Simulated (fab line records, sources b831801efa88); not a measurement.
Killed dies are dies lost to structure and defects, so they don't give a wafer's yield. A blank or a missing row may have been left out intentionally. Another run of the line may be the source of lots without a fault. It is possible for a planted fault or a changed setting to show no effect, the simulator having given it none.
A struck lot beside a sound one | flow sky130 | 15 steps out of a route of 708
Sound: wafers L598.2, L598.3, L598.5. The struck wafers were L589.1, L589.5, L589.6. At the end, the cause is stated.
At each step with rows: each side's tool, then ch and its chambers, then its first start. Under that, the readings that differ: sound wafers | struck wafers | difference of the means | sigmas: that difference in standard deviations of wafers without a fault.
alike: readings with means less than 2 such deviations apart, plus words and numbers identical on both sides. not compared: withheld readings, readings lacking a value on some wafer, bounds such as >300 that could conceal the same value, and numbers that have no deviation in the record and whose values overlap.
Wherever a step has rows on one side only, a row that says differs or no value, or a row with sigmas, the two part there. Numbers that don't overlap but have no deviation are shown without sigmas and don't part them. A reading that every wafer of one side lacks parts them only if that side has two wafers or more.

first, 7 steps without rows for these wafers: SKY_PAD_OPEN_DEHYDRATE_00 (time 60 s); SKY_PAD_OPEN_HMDS_01 (prime time 60 s); SKY_PAD_OPEN_COAT_02 (resist thk 3000 nm); SKY_PAD_OPEN_SOFTBAKE_03; SKY_PAD_OPEN_EXPOSE_04 (exposes mask PDM, target cd 60000 nm); SKY_PAD_OPEN_PEB_05; SKY_PAD_OPEN_DEVELOP_06 (develop time 60 s).
SKY_PAD_OPEN_ETCH_07: etches the open film in CF4/O2, stops on AlCu, target depth 725 nm, time 161.1 s.
  sound on rie diel-04 ch 0,2,3, day 48 13:19; struck on rie diel-02 ch 0,2,3, day 45 23:59
  alike: drypump motor current A, oes product au, rf fwd power W, throttle valve pct
  not compared: rf hours counter h
SKY_PAD_OPEN_STRIP_08: strips in O2/N2.
  sound on plasma asher-03 ch 0,1, day 48 13:25; struck on plasma asher-02 ch 0,1, day 46 00:05
  alike: drypump motor current A, n2 flow sccm, oes product au, strip time to endpoint s
  not compared: rf hours counter h
then, 3 steps without rows for these wafers: SKY_PAD_OPEN_STRIP_09 (strips in post etch residue remover, time 1200 s); SKY_PAD_OPEN_CLEAN_10 (cleans in IPA, time 180 s); SKY_PAD_OPEN_CLEAN_11 (cleans in O3/DIW).
SKY_PAD_OPEN_ANNEAL_12:
  sound on furnace-01 ch 0, day 48 14:01; struck on furnace-01, day 46 00:40
  no value came back on the struck wafers for ramp down c per min, ramp up c per min, spike tc lower C (C), tube center temp C (C); on the sound wafers ramp down c per min reads 4.0008 3.9994 3.9998
SKY_PAD_OPEN_BOW_MEAS_13:
  struck on film metro-01, day 46 02:10; sound on film metro-04, day 48 15:32
  reading           | sound    | struck    | difference | sigmas
  PAD_OPEN_BOW (um) | 39 37 39 | 100 93 87 | +55        | +5
SKY_PAD_OPEN_PROBE_99:
  struck on prober-02, day 46 02:17; sound on prober-02, day 48 15:41
  reading                                | sound                         | struck                        | difference | sigmas
  model.etest.res xhigh po.line ohm um   | 5924 5661 5826                | 6433 6614 6745                | +794       |
  model.etest.nfet_16v.r on ohm um       | 1.398e+04 1.398e+04 1.406e+04 | 1.445e+04 1.457e+04 1.447e+04 | +4.900e+02 |
  model.etest.pfet g5v0d10v5.r on ohm um | 4676 4736 4752                | 5064 5109 5099                | +369       |
  model.etest.res xhigh po.rs ohm sq     | 2056 2012 2010                | 2285 2310 2351                | +289       |
  model.etest.pfet_01v8.r on ohm um      | 2867 2938 2940                | 3152 3100 3078                | +195       |
  model.etest.nfet g5v0d10v5.r on ohm um | 1878 1872 1889                | 2016 2038 2033                | +149       |
  model.etest.nfet_01v8.r on ohm um      | 798 817.2 817.6               | 917.4 925.4 905               | +105.0     |
  alike: defect limited yield, killed_at_M0_to_M3, killed_at_M4_up, killed at contacts, killed at front end, killed at other, killed dies, killed open, killed short
  not compared: model.etest.pfet_16v.r on ohm um

## WHERE THEY PART
First at SKY_PAD_OPEN_ANNEAL_12; last, within this record, at SKY_PAD_OPEN_BOW_MEAS_13. Later steps at which nothing parts them and some readings are alike: SKY_PAD_OPEN_PROBE_99.

WHY: what had been put in by the simulator
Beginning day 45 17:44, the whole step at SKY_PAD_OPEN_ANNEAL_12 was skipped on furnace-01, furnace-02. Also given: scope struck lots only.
